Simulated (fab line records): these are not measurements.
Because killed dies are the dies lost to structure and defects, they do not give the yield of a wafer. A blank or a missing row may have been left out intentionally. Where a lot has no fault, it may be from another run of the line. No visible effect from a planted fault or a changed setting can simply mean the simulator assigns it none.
Chamber matching / flow sky130 / cmp-02 running SKY_VIA3_CMP_02: 4 sister chambers
The step polishes SiO2. 8 wafers are shown with their chamber, then 10 later ones without.

WAFERS WITH THEIR CHAMBER
wafer=L087.1; chamber=2; motor current A (A)=12.2; slurry filter dp kPa (kPa)=13.19
wafer=L089.1; chamber=3; motor current A (A)=10.3; slurry filter dp kPa (kPa)=13.46
wafer=L089.4; chamber=0; motor current A (A)=10.6; slurry filter dp kPa (kPa)=13.49
wafer=L091.2; chamber=0; motor current A (A)=11.1; slurry filter dp kPa (kPa)=13.66
wafer=L091.3; chamber=3; motor current A (A)=10.2; slurry filter dp kPa (kPa)=13.45
wafer=L091.6; chamber=1; motor current A (A)=12.8; slurry filter dp kPa (kPa)=13.55
wafer=L088.1; chamber=2; motor current A (A)=12.2; slurry filter dp kPa (kPa)=13.43
wafer=L088.4; chamber=1; motor current A (A)=12.9; slurry filter dp kPa (kPa)=13.51

WAFERS WHOSE CHAMBER IS MISSING
wafer=L088.5; motor current A (A)=11.0; slurry filter dp kPa (kPa)=13.68
wafer=L092.1; motor current A (A)=12.5; slurry filter dp kPa (kPa)=13.60
wafer=L092.3; motor current A (A)=12.0; slurry filter dp kPa (kPa)=13.26
wafer=L092.4; motor current A (A)=10.4; slurry filter dp kPa (kPa)=13.47
wafer=L095.3; motor current A (A)=12.4; slurry filter dp kPa (kPa)=13.32
wafer=L095.4; motor current A (A)=11.0; slurry filter dp kPa (kPa)=13.69
wafer=L095.6; motor current A (A)=10.8; slurry filter dp kPa (kPa)=13.83
wafer=L096.1; motor current A (A)=12.5; slurry filter dp kPa (kPa)=13.47
wafer=L096.2; motor current A (A)=11.8; slurry filter dp kPa (kPa)=13.53
wafer=L096.3; motor current A (A)=10.4; slurry filter dp kPa (kPa)=13.49

WHICH CHAMBER EACH WENT THROUGH
wafer=L088.5; from the rows above=0; in truth=0
wafer=L092.1; from the rows above=can't be placed: 1 or 2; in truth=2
wafer=L092.3; from the rows above=2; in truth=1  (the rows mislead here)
wafer=L092.4; from the rows above=can't be placed: 3 or 0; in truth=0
wafer=L095.3; from the rows above=2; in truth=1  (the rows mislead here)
wafer=L095.4; from the rows above=0; in truth=0
wafer=L095.6; from the rows above=0; in truth=0
wafer=L096.1; from the rows above=can't be placed: 1 or 2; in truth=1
wafer=L096.2; from the rows above=2; in truth=2
wafer=L096.3; from the rows above=can't be placed: 3 or 0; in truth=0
4 of 10 placed correctly. These rows do not allow placing 4 (true chamber among the candidates in 4). Number placed wrongly: 2.
How it was worked out, from the rows above alone: a wafer's distance from a chamber is the root of the sum, over the readings, of the square of ((its reading less the chamber's mean) divided by the reading's scatter). The wafer belongs to the nearest chamber; if the next one is less than 2 further off, it can't be placed. Each chamber's mean is taken over the wafers shown for it. The scatter is the square root of a quotient: the sum, over the shown wafers, of each reading's squared deviation from its chamber's mean, divided by wafers minus chambers.
